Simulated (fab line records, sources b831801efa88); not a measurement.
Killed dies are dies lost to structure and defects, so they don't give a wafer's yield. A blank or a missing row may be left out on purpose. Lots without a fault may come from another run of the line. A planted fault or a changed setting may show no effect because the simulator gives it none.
A struck lot beside a sound one | flow sky130 | 35 steps out of a route of 708
Sound: wafers L224.1, L224.2, L224.4. Struck: wafers L222.3, L222.5, L222.6. The cause comes at the end.
At each step with rows: each side's tool, then ch and its chambers, then its first start. Under that, the readings that differ: sound wafers | struck wafers | difference of the means | sigmas: that difference in standard deviations of wafers without a fault.
alike: readings whose means differ by less than 2 such deviations, and words and numbers that are the same on both sides. not compared: withheld readings, readings that some wafer has no value for, bounds like >300 that may hide the same value, and numbers for which the record gives no deviation and whose values overlap.
The two part at a step that has a row with sigmas, a row that says differs or no value, or rows on one side only. Numbers that don't overlap but have no deviation are shown without sigmas and don't part them. A reading that every wafer of one side lacks parts them only if that side has two wafers or more.

first, 10 steps without rows for these wafers: SKY_METAL2_SOFTBAKE_11 (time 90 s); SKY_METAL2_EXPOSE_12 (exposes mask MM2, target cd 140 nm); SKY_METAL2_PEB_13; SKY_METAL2_DEVELOP_14 (develop time 60 s); SKY_METAL2_DESCUM_17 (chemistry O2, time 8 s); SKY_METAL2_ETCH_18 (etches BARC in N2/H2, stops on SiO2, time 45.9 s, target depth 60 nm); SKY_METAL2_METAL_ETCH_19 (etches the open film in Cl2/BCl3, stops on SiO2, target depth 360 nm, time 78 s); SKY_METAL2_STRIP_20 (strips in O2/N2); SKY_METAL2_STRIP_21 (strips in post etch residue remover, time 1200 s); SKY_METAL2_CLEAN_22 (cleans in IPA, time 180 s).
SKY_METAL2_CLEAN_23: cleans in O3/DIW.
  sound on wet_bench-02 ch 1, day 41 14:26; struck on wet_bench-03 ch 1, day 41 04:08
then, 23 steps without rows for these wafers: SKY_VIA2_HDPCVD_00 (deposits SiO2, target thk 1180 nm, time 196.7 s); SKY_VIA2_CMP_02 (polishes SiO2); SKY_VIA2_DEHYDRATE_04 (time 60 s); SKY_VIA2_HMDS_05 (prime time 60 s); SKY_VIA2_COAT_06 (resist thk 60 nm); SKY_VIA2_COAT_07 (resist thk 450 nm); SKY_VIA2_SOFTBAKE_08 (time 90 s); SKY_VIA2_EXPOSE_09 (exposes mask VIM2, target cd 200 nm); SKY_VIA2_PEB_10; SKY_VIA2_DEVELOP_11 (develop time 60 s); SKY_VIA2_ETCH_14 (etches BARC in N2/H2, stops on SiO2, time 45.9 s, target depth 60 nm); SKY_VIA2_ETCH_15 (etches SiO2 in C4F8/O2/Ar, stops on TiN, target depth 546 nm, time 84 s); SKY_VIA2_STRIP_16 (strips in O2/N2); SKY_VIA2_STRIP_17 (strips in post etch residue remover, time 1200 s); SKY_VIA2_CLEAN_18 (cleans in IPA, time 180 s); SKY_VIA2_CLEAN_19 (cleans in O3/DIW); SKY_VIA2_SPUTTER_20 (material TiN, target thk 20 nm, time 80 s); SKY_VIA2_CVD_21 (deposits W, target thk 420 nm, time 126.4 s); SKY_VIA2_CMP_24 (polishes, stops on SiO2, t overpolish 20 s, target thk 0 nm); SKY_METAL3_SPUTTER_00 (material Ti, target thk 15 nm, time 10 s); SKY_METAL3_SPUTTER_01 (material TiN, target thk 20 nm, time 16.7 s); SKY_METAL3_SPUTTER_02 (material AlCu, target thk 735 nm, time 39.1 s); SKY_METAL3_SPUTTER_03 (material Ti, target thk 5 nm, time 3.3 s).
-- the record jumps here: 9 days lie between the struck wafers' starts before and after (it left off in module METAL3 and takes up again in module PAD_OPEN, whose first step shown is number 708 of the route) --
SKY_PAD_OPEN_PROBE_99:
  sound on prober-01, day 50 14:49; struck on prober-01, day 50 08:47
  reading                               | sound            | struck            | difference | sigmas
  defect_limited_yield (%)              | 79.9 83.3 81.5   | 72.8 73.0 68.1    | -10.3      | -5
  killed_at_M0_to_M3                    | 49 40 43         | 92 104 118        | +61        | +8
  killed_at_front_end                   | 15 16 22         | 9 6 8             | -10        | -2
  killed_dies                           | 99 82 91         | 134 133 157       | +51        | +5
  sort_bin_3_pad_short (%)              | 0 0.8 0.6        | 4.1 3.7 4.7       | +3.7       | +9
  sort_bin_5_function (%)               | 12.4 9.3 11.2    | 17.3 17.1 18.5    | +6.7       | +4
  sort_n_pass                           | 393 410 401      | 358 359 335       | -51        | -5
  sort_yield_pct (%)                    | 79.9 83.3 81.5   | 72.8 73.0 68.1    | -10.3      | -5
  model.etest.tester.sort_n_pass        | 393 410 401      | 358 359 335       | -51        |
  model.etest.tester.sort_yield_pct (%) | 79.88 83.33 81.5 | 72.76 72.97 68.09 | -10.30     |
  model.etest.tester.sort_bin_5_pct (%) | 12.4 9.35 11.18  | 17.28 17.07 18.5  | +6.64      |
  model.etest.tester.sort_bin_3_pct (%) | 0 0.813 0.6098   | 4.065 3.659 4.675 | +3.659     |
  alike: killed_at_M4_up, killed_at_contacts, killed_at_other, killed_open, killed_short, sort_bin_6_memory

WHERE THEY PART
Only at SKY_PAD_OPEN_PROBE_99, within this record.

WHY: what the simulator had put in
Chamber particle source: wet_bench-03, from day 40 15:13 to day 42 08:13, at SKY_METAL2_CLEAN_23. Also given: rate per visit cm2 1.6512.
